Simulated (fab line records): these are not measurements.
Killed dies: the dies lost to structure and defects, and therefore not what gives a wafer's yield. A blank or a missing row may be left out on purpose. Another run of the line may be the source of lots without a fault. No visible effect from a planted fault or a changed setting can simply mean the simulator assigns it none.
fab line records | flow sky130 | part 2 of 2: steps 26 to 35 of 35
[record] lots = 5 wafers = 15 lastDay = 50
route steps=708 shown METAL4@598 CAP2M@603
lots that met no fault: from a run of the same line without faults
startH: the number of hours between the record's first day and the start of the first shown wafer of the lot | waitH: time in hours since the lot's previous step | " repeats the value in the row above | L1.1+2: a row that stands for several wafers | - no value, or no start given | * or withheld: withheld | < > ~ a bound
route shown NAME@n: NAME is a module with steps in the file, n the number in the route of the first one | usual: mean and standard deviation over wafers with no fault | same: alike in all rows | chamber/n: place in a boat | sites: per-site readings | _std_site: the values' standard deviation | _edge_site: inner sites' mean taken away from outer sites' mean | radiusMm: for every site, how far away it sits from the centre of the wafer | mask NAME#n: copy n | behind: the tool/chamber that last shaped the wafer | hold: reason for holding the lot/hours on hold/outcome of the hold | device: the n, p or np transistor that did not switch | end of line: the same wafers' tests at the end of the route | a step given without rows: its recipe and nothing more | killed: at the first sort, the dies lost to defects and structure; wafer yield is something else | map: a wafer's dies, x killed, . not, _ none there
set.NAME: the run value of the setting; set.NAME@STEP: its run value at that earlier step | model.NAME: the simulator's own value behind a step, which no gauge read
lots at selected steps of the route; one table per step, one row per wafer
services: a tool's chamber out of use, with start hour (startH, from the record's first day; less than 0 if before it), hours out, and reason
[[steps]]
[step SKY_METAL4_COAT_07]
[recipe] resist = BARC tempC = withheld timeS = withheld spinRpm = 3000 resistThkNm = 60
[usual] exhaustPa = 45.1/0.85
// columns lot.wafer tool chamber startH waitH exhaustPa
L076.1 lithoTrack-04 0 995.40 0.1 43.9
L076.5 " 0 " " 45.5
L076.6 " 0 " " 45.7
L082.3 lithoTrack-02 0 1055.83 0.1 44.9
L082.5 " 0 " " 46.4
L082.6 " 0 " " 45.7
L083.2 lithoTrack-01 0 1057.42 0.1 45.2
L083.3 " 0 " " 44.9
L083.5 " 0 " " 46.3
L094.3 lithoTrack-01 0 1110.80 0.1 44.4
L094.5 " 0 " " 45.9
L094.6 " 0 " " 45.2
L095.3 lithoTrack-04 0 1116.55 0.1 44.3
L095.4 " 0 " " 44.8
L095.6 " 0 " " 44.6
[step SKY_METAL4_COAT_08]
[recipe] resist = KrF-thick spinRpm = 3000 resistThkNm = 1140
[usual] exhaustPa = 45.1/0.74
// columns lot.wafer tool chamber startH waitH exhaustPa
L076.1 lithoTrack-04 0 - - 45.2
L076.5 " 0 " " 45.8
L076.6 " 0 " " 45.9
L082.3 lithoTrack-02 0 - - 43.4
L082.5 " 0 " " 46.5
L082.6 " 0 " " 45.8
L083.2 lithoTrack-01 0 - - 45.3
L083.3 " 0 " " 45.1
L083.5 " 0 " " 45.1
L094.3 lithoTrack-01 0 - - 46.4
L094.5 " 0 " " 45.7
L094.6 " 0 " " 46.1
L095.3 lithoTrack-04 0 - - 43.9
L095.4 " 0 " " 45.3
L095.6 " 0 " " 45.3
[step SKY_METAL4_SOFTBAKE_09]
[recipe] tempC = 100 timeS = 90 resist = KrF-thick
[usual] exhaustPa = 45.0/0.8
// columns lot.wafer tool chamber startH waitH exhaustPa
L076.1 lithoTrack-04 0 - - 44.8
L076.5 " 0 " " 45.9
L076.6 " 0 " " 45.5
L082.3 lithoTrack-02 0 - - 44.7
L082.5 " 0 " " 44.5
L082.6 " 0 " " 45.7
L083.2 lithoTrack-01 0 - - 46.0
L083.3 " 0 " " 45.2
L083.5 " 0 " " 45.4
L094.3 lithoTrack-01 0 - - 45.4
L094.5 " 0 " " 46.2
L094.6 " 0 " " 45.4
L095.3 lithoTrack-04 0 - - 46.0
L095.4 " 0 " " 46.1
L095.6 " 0 " " 45.5
[step SKY_METAL4_EXPOSE_10]
[recipe] maskId = MM4 na = 0.68 sourceShape = annular sigmaInner = 0.4 sigmaOuter = 0.8 targetCdNm = 300 doseMj = 28
[usual] exposureDoseMJCm2 = 27.96/0.035
[same] na = 0.68
// columns lot.wafer tool chamber startH waitH mask exposureDoseMJCm2
L076.1 krfScanner-02 0 - - MM4#0 28.00
L076.5 " 0 " " MM4#0 27.98
L076.6 " 0 " " MM4#0 27.96
L082.3 krfScanner-02 0 - - MM4#0 27.98
L082.5 " 0 " " MM4#0 28.01
L082.6 " 0 " " MM4#0 28.01
L083.2 krfScanner-02 0 - - MM4#0 27.99
L083.3 " 0 " " MM4#0 28.03
L083.5 " 0 " " MM4#0 27.97
L094.3 krfScanner-02 0 - - MM4#0 27.96
L094.5 " 0 " " MM4#0 28.02
L094.6 " 0 " " MM4#0 28.00
L095.3 krfScanner-01 0 - - MM4#0 27.90
L095.4 " 0 " " MM4#0 27.93
L095.6 " 0 " " MM4#0 27.89
[step SKY_METAL4_PEB_11]
[recipe] pebTempC = withheld pebTimeS = withheld resist = KrF-thick
[usual] exhaustPa = 45.3/0.94
// columns lot.wafer tool chamber startH waitH exhaustPa
L076.1 lithoTrack-01 0 - - 45.7
L076.5 " 0 " " 45.6
L076.6 " 0 " " 44.1
L082.3 lithoTrack-02 0 - - 45.1
L082.5 " 0 " " 46.1
L082.6 " 0 " " 45.4
L083.2 lithoTrack-02 0 - - 45.4
L083.3 " 0 " " 46.0
L083.5 " 0 " " 45.7
L094.3 lithoTrack-04 0 - - 46.0
L094.5 " 0 " " 45.9
L094.6 " 0 " " 45.0
L095.3 lithoTrack-02 0 - - 45.0
L095.4 " 0 " " 46.6
L095.6 " 0 " " 46.4
[step SKY_METAL4_DEVELOP_12]
[recipe] developTimeS = 60 resist = KrF-thick devTempC = 21
[usual] exhaustPa = 45.0/0.83
// columns lot.wafer tool chamber startH waitH exhaustPa
L076.1 lithoTrack-01 0 - - 45.6
L076.5 " 0 " " 45.3
L076.6 " 0 " " 44.2
L082.3 lithoTrack-02 0 - - 45.4
L082.5 " 0 " " 43.7
L082.6 " 0 " " 45.3
L083.2 lithoTrack-02 0 - - 46.0
L083.3 " 0 " " 47.0
L083.5 " 0 " " 44.7
L094.3 lithoTrack-04 0 - - 44.5
L094.5 " 0 " " 45.3
L094.6 " 0 " " 45.3
L095.3 lithoTrack-02 0 - - 44.0
L095.4 " 0 " " 43.9
L095.6 " 0 " " 44.2
[step SKY_METAL4_CD_MEAS_13]
[recipe] targetCdNm = 300
[usual] cdNm = 299.7/1.4
// columns lot.wafer tool chamber startH waitH cdNm
L076.1 cdSem-01 - 1007.40 - 297.0
L076.5 " - " " 298.3
L076.6 " - " " 298.1
L082.3 cdSem-02 - 1067.37 - 300.9
L082.5 " - " " 299.5
L082.6 " - " " 299.0
L083.2 cdSem-02 - 1068.85 - 299.8
L083.3 " - " " 301.0
L083.5 " - " " 300.6
L094.3 cdSem-02 - 1120.89 - 297.4
L094.5 " - " " 296.8
L094.6 " - " " 298.7
L095.3 cdSem-02 - 1126.67 - 298.0
L095.4 " - " " 299.8
L095.6 " - " " 300.4
[step SKY_METAL4_OVL_MEAS_14]
[usual] METAL4_OVL = -3/5.6
// columns lot.wafer tool chamber startH waitH METAL4_OVL[nm]
L076.1 overlay-01 - 1007.52 0.1 2
L076.5 " - " " 10
L076.6 " - " " -5
L082.3 overlay-01 - 1067.46 0.1 -1
L082.5 " - " " 2
L082.6 " - " " -1
L083.2 overlay-02 - 1068.96 0.1 -5
L083.3 " - " " 1
L083.5 " - " " 10
L094.3 overlay-02 - 1120.98 0.1 -2
L094.5 " - " " -12
L094.6 " - " " -11
L095.3 overlay-02 - 1126.76 0.1 4
L095.4 " - " " 6
L095.6 " - " " 1
[step SKY_METAL4_DESCUM_15]
[recipe] chemistry = O2 sourcePowerW = 150 biasPowerW = 0 pressureMtorr = 10 tempC = 40 timeS = 8
[usual] drypumpMotorCurrentA = 5.8/0.37 oesProductAu = 0.996/0.0097
// columns lot.wafer tool chamber startH waitH drypumpMotorCurrentA oesProductAu rfHoursCounterH
L076.1 rieMetal-03 0 1007.55 0.0 5.6 1.001 12
L076.5 " 0 " " 5.6 0.996 -
L076.6 " 1 " " 6.1 0.994 -
L082.3 rieMetal-03 0 1067.50 0.0 5.6 0.991 -
L082.5 " 1 " " 6.0 0.996 -
L082.6 " 0 " " 5.6 0.995 -
L083.2 rieMetal-01 1 1068.99 0.0 5.1 0.992 8
L083.3 " 0 " " 5.6 0.985 -
L083.5 " 0 " " 5.6 0.985 -
L094.3 rieMetal-03 1 1121.01 0.0 6.0 0.997 -
L094.5 " 1 " " 6.0 1.002 -
L094.6 " 0 " " 5.6 0.994 -
L095.3 rieMetal-02 1 1126.80 0.0 6.3 0.990 -
L095.4 " 0 " " 6.0 0.998 -
L095.6 " 0 " " 6.0 1.001 -
[step SKY_METAL4_ETCH_16]
[recipe] chemistry = N2/H2 target = BARC ionEnergyEv = 200 biasW = 100 pressureMtorr = 30 n2FlowSccm = 100 h2FlowSccm = 200 icpW = 500 stopOn = SiO2 timeS = 88.2 targetDepthA = 600
[usual] drypumpMotorCurrentA = 5.8/0.37 h2FlowSccm = 200.1/0.61 oesProductAu = 0.626/0.0049 throttleValvePct = 13.204/0.0089
// columns lot.wafer tool chamber startH waitH drypumpMotorCurrentA h2FlowSccm oesProductAu rfHoursCounterH throttleValvePct
L076.1 rieMetal-03 0 1007.59 0.0 5.6 200.1 0.628 12 13.199
L076.5 " 0 " " 5.6 200.0 0.623 - 13.207
L076.6 " 1 " " 6.0 199.7 0.630 - 13.203
L082.3 rieMetal-03 0 1067.55 0.0 5.6 200.3 0.623 - 13.219
L082.5 " 1 " " 6.0 201.0 0.627 - 13.204
L082.6 " 0 " " 5.6 200.1 0.629 - 13.210
L083.2 rieMetal-01 1 1069.02 0.0 5.1 199.4 0.626 8 13.217
L083.3 " 0 " " 5.6 200.1 0.626 - 13.202
L083.5 " 0 " " 5.7 199.2 0.621 - 13.208
L094.3 rieMetal-03 1 1121.07 0.0 6.0 199.7 0.630 - 13.198
L094.5 " 1 " " 6.0 200.5 0.619 - 13.197
L094.6 " 0 " " 5.6 200.8 0.625 - 13.195
L095.3 rieMetal-02 1 1126.85 0.0 6.3 199.5 0.624 - 13.219
L095.4 " 0 " " 6.0 200.0 0.630 - 13.204
L095.6 " 0 " " 6.0 201.1 0.628 - 13.198
[[services]]
// columns tool chamber startH hours kind
pvdSputter-03 - 945.43 2.0 repair
pecvd-03 - 949.81 6.0 pm
pvdSputter-04 - 952.73 1.8 repair
ilineStepper-01 - 957.23 4.3 pm
rieMetal-02 0 969.77 6.8 repair
rieMetal-03 - 977.13 14.6 pm
pvdSputter-01 - 978.88 1.9 repair
rieMetal-01 - 996.34 1.4 pm
wetBench-01 - 1000.66 1.9 pm
plasmaAsher-02 - 1015.64 0.8 repair
plasmaAsher-02 - 1018.76 2.8 pm
krfScanner-02 - 1034.61 1.0 pm
rieMetal-03 - 1039.23 0.6 repair
krfScanner-02 - 1050.74 0.2 repair
rieMetal-04 0 1059.27 17.3 repair
pvdSputter-03 - 1059.53 7.7 repair
plasmaAsher-02 - 1061.71 6.2 repair
pecvd-03 - 1063.69 0.7 repair
rieMetal-02 0 1064.53 2.9 repair
krfScanner-02 - 1071.81 1.3 pm
pvdSputter-04 - 1080.32 1.3 repair
krfScanner-02 - 1094.08 0.8 pm
krfScanner-02 - 1095.99 4.0 pm
pecvd-03 - 1109.75 0.8 repair
